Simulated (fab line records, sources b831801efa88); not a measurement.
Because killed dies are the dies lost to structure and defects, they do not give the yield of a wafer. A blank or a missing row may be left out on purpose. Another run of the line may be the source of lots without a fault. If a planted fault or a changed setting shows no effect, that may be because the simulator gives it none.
Struck lot and sound lot, side by side || flow sky130 || 26 out of 708 route steps
Sound: wafers L279.1, L279.2, L279.3. Wafers L272.2, L272.3, L272.5 were the ones struck. The cause is named last.
For every step that has rows: the tool of each side, followed by ch and its chambers, followed by its first start. Under that, the readings that differ: sound wafers || struck wafers || difference of the means || sigmas: that difference in standard deviations of wafers without a fault.
alike: same words and numbers on both sides, and readings whose means sit less than 2 such deviations apart. not compared: any withheld reading, any reading some wafer has no value for, any bound like >300 that may hide the same value, and any number with overlapping values for which the record gives no deviation.
A row with sigmas, a row that says differs or no value, or rows on one side alone: a step with any of these is where the two part. Numbers that don't overlap but have no deviation are shown without sigmas and don't part them. A reading missing from all wafers of one side parts the sides only when that side holds two or more wafers.

SKY_PWDE_TW_MEAS_10:
  sound: film_metro-04 at day 7 07:18; struck: film_metro-02 at day 6 06:31
{"reading": "PWDE_TW", "sound": "370.1 370.0 370.6", "struck": "374.7 373.5 375.6", "difference": "+4.4", "sigmas": "+2"}
then, 7 steps without rows for these wafers: SKY_NWELL_DEHYDRATE_03 (time 60 s); SKY_NWELL_HMDS_04 (prime time 60 s); SKY_NWELL_COAT_05 (resist thk 3000 nm); SKY_NWELL_SOFTBAKE_06; SKY_NWELL_EXPOSE_07 (exposes mask NWM, target cd 840 nm); SKY_NWELL_PEB_08; SKY_NWELL_DEVELOP_09 (develop time 60 s).
SKY_NWELL_OVL_MEAS_10:
  sound: overlay-02 at day 8 03:01; struck: overlay-02 at day 7 01:04
  alike: NWELL_00_OVL
then, 3 steps without rows for these wafers: SKY_NWELL_IMPLANT_11; SKY_NWELL_IMPLANT_12; SKY_NWELL_IMPLANT_13.
SKY_NWELL_STRIP_14: strips in O2/N2.
  sound on plasma_asher-03 ch 0,1, day 8 03:29; struck on plasma_asher-01 ch 0,1, day 7 01:33
  no value came back on the struck wafers for chamber_pressure_mTorr (mTorr), drypump_motor_current_A (A), oes_product_au (a.u.), strip_time_to_endpoint_s (s); on the sound wafers chamber_pressure_mTorr (mTorr) reads 1498.4 1500.6 1500.5
{"reading": "model.coat_of_NWELL_COAT_05.thk_nm (nm)", "sound": "0 0 0", "struck": "3026 3009 3019", "difference": "+3018", "sigmas": ""}
  not compared: rf_hours_counter_h
SKY_NWELL_TW_MEAS_15:
  sound: film_metro-04 at day 8 03:35; struck: film_metro-04 at day 7 01:40
  alike: NWELL_TW
then, 7 steps without rows for these wafers: SKY_NWELL_DEHYDRATE_16 (time 60 s); SKY_NWELL_HMDS_17 (prime time 60 s); SKY_NWELL_COAT_18 (resist thk 3000 nm); SKY_NWELL_SOFTBAKE_19; SKY_NWELL_EXPOSE_20 (exposes mask NWM COMPLEMENT, target cd 840 nm); SKY_NWELL_PEB_21; SKY_NWELL_DEVELOP_22 (develop time 60 s).
SKY_NWELL_OVL_MEAS_23:
  sound: overlay-01 at day 8 23:31; struck: overlay-02 at day 7 21:25
  alike: NWELL_01_OVL
after that, 1 step had no rows for these wafers: SKY_NWELL_IMPLANT_24.
SKY_NWELL_STRIP_25: strips in O2/N2.
  sound on plasma_asher-03 ch 0,1, day 8 23:41; struck on plasma_asher-04 ch 0,1, day 7 21:36
{"reading": "drypump_motor_current_A (A)", "sound": "6.1 5.5 6.0", "struck": "4.7 4.7 5.2", "difference": -1.0, "sigmas": -2}
{"reading": "oes_product_au (a.u.)", "sound": "0.725 0.718 0.717", "struck": "0.743 0.742 0.747", "difference": "+0.024", "sigmas": "+5"}
{"reading": "strip_time_to_endpoint_s (s)", "sound": "36.73 36.82 36.77", "struck": "81.60 81.47 81.48", "difference": "+44.74", "sigmas": "+99 or more"}
  alike: chamber_pressure_mTorr
  not compared: rf_hours_counter_h
SKY_NWELL_TW_MEAS_26:
  sound: film_metro-02 at day 8 23:47; struck: film_metro-04 at day 7 21:43
{"reading": "NWELL_2_TW", "sound": "494 497 496", "struck": "29 30 30", "difference": -466, "sigmas": "-99 or more"}
then, 1 step without rows for these wafers: SKY_NWELL_CLEAN_27 (cleans in SC1/SC2, time 150 s).

## WHERE THEY PART
Last at SKY_NWELL_TW_MEAS_26 as far as this record goes, first at SKY_PWDE_TW_MEAS_10.

WHY: what the simulator had put in
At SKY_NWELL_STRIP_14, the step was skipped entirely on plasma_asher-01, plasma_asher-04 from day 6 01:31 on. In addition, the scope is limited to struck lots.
